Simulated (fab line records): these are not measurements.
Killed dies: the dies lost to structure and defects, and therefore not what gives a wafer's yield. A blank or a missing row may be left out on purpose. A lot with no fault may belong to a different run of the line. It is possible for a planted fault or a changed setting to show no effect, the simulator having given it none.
Problem report, 8D (eight disciplines) form, completed by code -- flow gf180mcu -- the parts of the form that need people (team, actions taken, sign-off) are left out

## 1. WHAT IS WRONG
chamberPressureTorr at GF_CONTACT_CVD_24 reads a mean of 41.39 Torr on 6 wafers of 2 lots; wafers without a fault read 39.99 Torr with a standard deviation of 0.079. Relative to the usual mean, that is a shift of +18 standard deviations.
The step: deposits W, target thk 300 nm, time 90.339 s.
First seen on wafer L132.2, day 21 08:42, on cvdW-01. At this step, 18 wafers from 6 lots have a number in the record. Rule for "out" (also "out of limits"): further than 4 standard deviations from the usual mean. All remaining wafers that have a number are taken as sound.

## 2. WHAT IT IS, WHAT IT ISN'T
question,is,is not
which readings at this step,chamberPressureTorr,heaterPowerW
which lots,"L132, L136","L118, L124, L133, L141"
which wafers of those lots,all that have a number,-
read on which tools,cvdW-01,cvdW-02
when,from day 21 08:42,"up to then (6 sound wafers); but 6 sound wafers of L133, L141 came after"

## 3. WHAT RULES OUT EACH SUSPECT
Counting: a tool at a process step up to the reading stays a suspect if it ran every lot that is out and no sound lot after the first of them.
- plasmaAsher-04 at GF_CONTACT_STRIP_18 (strips in O2/N2): ruled out as a lasting fault. Following L132 (day 21 08:11), the first lot on it that is out, the sound lots L141 were run on it.
- cvdW-01 at GF_CONTACT_CVD_24 (deposits W, target thk 300 nm, time 90.339 s): kept. All lots that are out passed through it, beginning with L132 at day 21 08:42, and no sound lot followed; its final sound lot before that point was L124 at day 18 13:21. Its own readings are out on those wafers: chamberPressureTorr.
After counting, what remains is cvdW-01 at GF_CONTACT_CVD_24.

## 4. THE CAUSE (what the simulator had put in)
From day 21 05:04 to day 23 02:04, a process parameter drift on cvdW-01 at GF_CONTACT_CVD_24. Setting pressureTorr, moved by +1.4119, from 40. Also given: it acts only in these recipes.
This tool alone remained once counting was done.

## 5. THE EFFECT CHAIN, in route order
Each row: a reading where the mean over the struck wafers with a number is more than 3 standard deviations away from the usual. Only readings for which the record gives a usual standard deviation are gone through. hours: the time from each lot's start at the first step in this table that gives one to its start at this step, as a median over the lots. sigmas: the change in usual standard deviations.
hours,step,reading,usual,on struck wafers,change,sigmas
0,GF_CONTACT_CVD_24,chamberPressureTorr,39.99 Torr,41.39,+1.40,+18
The process steps in it:
- GF_CONTACT_CVD_24: deposits W, target thk 300 nm, time 90.339 s.
At these later measuring or inspecting steps, every struck wafer for which the step has a row has a number for every such reading, and none has moved that far: GF_CONTACT_RS_MEAS_25.

## 6. WHAT WOULD HAVE CAUGHT IT SOONER
4 hours passed between the start of the fault at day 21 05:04 and the first reading out of limits in this record, taken at day 21 08:42.
